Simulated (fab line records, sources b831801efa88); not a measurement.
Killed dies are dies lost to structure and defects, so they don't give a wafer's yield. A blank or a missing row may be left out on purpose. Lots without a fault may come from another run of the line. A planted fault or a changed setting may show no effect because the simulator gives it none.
A struck lot beside a sound one | flow gf180mcu | 15 steps out of a route of 602
Sound: wafers L732.2, L732.3, L732.4. Struck: wafers L744.4, L744.5, L744.6. The cause comes at the end.
At each step with rows: each side's tool, then ch and its chambers, then its first start. Under that, the readings that differ: sound wafers | struck wafers | difference of the means | sigmas: that difference in standard deviations of wafers without a fault.
alike: readings whose means differ by less than 2 such deviations, and words and numbers that are the same on both sides. not compared: withheld readings, readings that some wafer has no value for, bounds like >300 that may hide the same value, and numbers for which the record gives no deviation and whose values overlap.
The two part at a step that has a row with sigmas, a row that says differs or no value, or rows on one side only. Numbers that don't overlap but have no deviation are shown without sigmas and don't part them. A reading that every wafer of one side lacks parts them only if that side has two wafers or more.

GF_M1_SPUTTER_04: material TiN, target thk 50 nm, time 41.7 s.
  sound on pvd_sputter-03, day 16 18:23; struck on pvd_sputter-03, day 21 07:38
  alike: throttle_valve_pct
GF_M1_RS_MEAS_05: measures by four-point-probe.
  sound on film_metro-02, day 16 18:27; struck on film_metro-03, day 21 07:44
  alike: M1_ALCU_RS
GF_M1_THK_MEAS_06: measures by xrf.
  sound on film_metro-02, day 16 18:34; struck on film_metro-03, day 21 07:49
  reading          | sound       | struck      | difference | sigmas
  M1_ALCU_THK (nm) | 460 457 460 | 441 444 447 | -15        | -2
then, 7 steps without rows for these wafers: GF_M1_DEHYDRATE_07 (time 60 s); GF_M1_HMDS_08 (prime time 60 s); GF_M1_COAT_09 (resist thk 1000 nm); GF_M1_SOFTBAKE_10 (time 60 s); GF_M1_EXPOSE_11 (exposes mask Metal1, target cd 230 nm); GF_M1_PEB_12 (peb time 90 s); GF_M1_DEVELOP_13 (develop time 60 s).
GF_M1_CD_MEAS_14: target cd 230 nm.
  sound on cd_sem-01, day 17 16:34; struck on cd_sem-01, day 22 06:46
  alike: cd_nm
GF_M1_OVL_MEAS_15:
  sound on overlay-01, day 17 16:40; struck on overlay-02, day 22 06:51
  alike: M1_OVL
GF_M1_METAL_ETCH_16: etches the open film in Cl2/BCl3, stops on SiO2, target depth 627.5 nm, time 104.6 s.
  sound on rie_metal-02 ch 0,1, day 17 16:42; struck on rie_metal-02 ch 0,1, day 22 06:54
  no value came back on the struck wafers for any of 5 readings (bcl3_flow_sccm (sccm), bias_w (W) and others); on the sound wafers bcl3_flow_sccm (sccm) reads 39.84 40.04 40.06
  reading                             | sound             | struck            | difference | sigmas
  model.KrF_of_M1_COAT_09.thk_nm (nm) | 741.6 733.5 740.8 | 980.7 983.2 982.7 | +243.6     |
  not compared: rf_hours_counter_h
GF_M1_STRIP_17: strips in O2/N2.
  sound on plasma_asher-02 ch 0,1, day 17 16:49; struck on plasma_asher-04 ch 0,1, day 22 07:01
  reading                      | sound             | struck            | difference | sigmas
  oes_product_au (a.u.)        | 0.566 0.555 0.555 | 0.653 0.661 0.658 | +0.099     | +20
  strip_time_to_endpoint_s (s) | 7.94 7.86 7.92    | 10.17 10.19 10.17 | +2.27      | +45
  alike: drypump_motor_current_A, heater_power_w
  not compared: rf_hours_counter_h
then, 1 step without rows for these wafers: GF_M1_STRIP_18 (strips in post etch residue remover, time 1200 s).

WHERE THEY PART
First at GF_M1_THK_MEAS_06; last, within this record, at GF_M1_STRIP_17.

WHY: what the simulator had put in
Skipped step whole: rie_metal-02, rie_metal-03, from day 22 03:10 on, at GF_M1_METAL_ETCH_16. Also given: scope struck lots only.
